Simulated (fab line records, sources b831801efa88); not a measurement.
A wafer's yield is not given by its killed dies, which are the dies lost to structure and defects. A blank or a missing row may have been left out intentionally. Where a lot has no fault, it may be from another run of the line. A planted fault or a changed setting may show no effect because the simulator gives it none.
Matching of chambers + flow sfq-line + rie-diel-03 running SFQ_TRILAYER_I5_BARC_OPEN_VIA_ETCH_200: 4 sister chambers
The step etches BARC in O2, target depth 125 nm, time 41.7 s. 8 wafers are shown with their chamber, then 8 later ones without.

## EACH WAFER AND ITS CHAMBER
| wafer  | chamber | drypump-motor-current-A (A) | rf-fwd-power-W (W) |
|--------|---------|-----------------------------|--------------------|
| L400.6 | 0       | 5.7                         | 496.5              |
| L401.2 | 3       | 6.2                         | 498.6              |
| L401.3 | 1       | 6.2                         | 494.8              |
| L402.6 | 3       | 6.3                         | 496.1              |
| L408.2 | 1       | 6.2                         | 494.0              |
| L408.4 | 2       | 6.3                         | 493.7              |
| L408.6 | 2       | 6.4                         | 493.9              |
| L409.1 | 0       | 5.8                         | 497.3              |

## WAFERS WITH NO CHAMBER GIVEN
| wafer  | drypump-motor-current-A (A) | rf-fwd-power-W (W) |
|--------|-----------------------------|--------------------|
| L409.2 | 6.2                         | 494.9              |
| L409.6 | 6.3                         | 495.8              |
| L414.2 | 6.2                         | 493.6              |
| L414.4 | 6.2                         | 494.0              |
| L414.6 | 6.4                         | 493.9              |
| L415.1 | 6.2                         | 497.1              |
| L415.5 | 6.3                         | 495.0              |
| L415.6 | 5.7                         | 493.4              |

## THE CHAMBER EACH PASSED THROUGH
| wafer  | from the rows above          | in truth                   |
|--------|------------------------------|----------------------------|
| L409.2 | 1                            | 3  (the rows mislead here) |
| L409.6 | can't be placed: 3 or 1 or 2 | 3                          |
| L414.2 | can't be placed: 1 or 2      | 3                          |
| L414.4 | 1                            | 1                          |
| L414.6 | 2                            | 2                          |
| L415.1 | can't be placed: 3 or 1      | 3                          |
| L415.5 | can't be placed: 2 or 1 or 3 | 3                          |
| L415.6 | 0                            | 0                          |
Placed correctly: 3 of 8. Not placeable from these rows: 4 (in 3, the candidates include the true chamber). Wrongly placed: 1.
How it was worked out, from the rows above alone: a wafer's distance from a chamber is the root of the sum, over the readings, of the square of ((its reading less the chamber's mean) divided by the reading's scatter). If the next closest chamber is less than 2 further off than the closest, the wafer can't be placed; otherwise it belongs to the closest. For every chamber, the mean is computed from those of its wafers that are shown. The scatter: take each reading less its chamber's mean, square it, sum over the shown wafers, divide by the number of wafers less the number of chambers, and take the root.
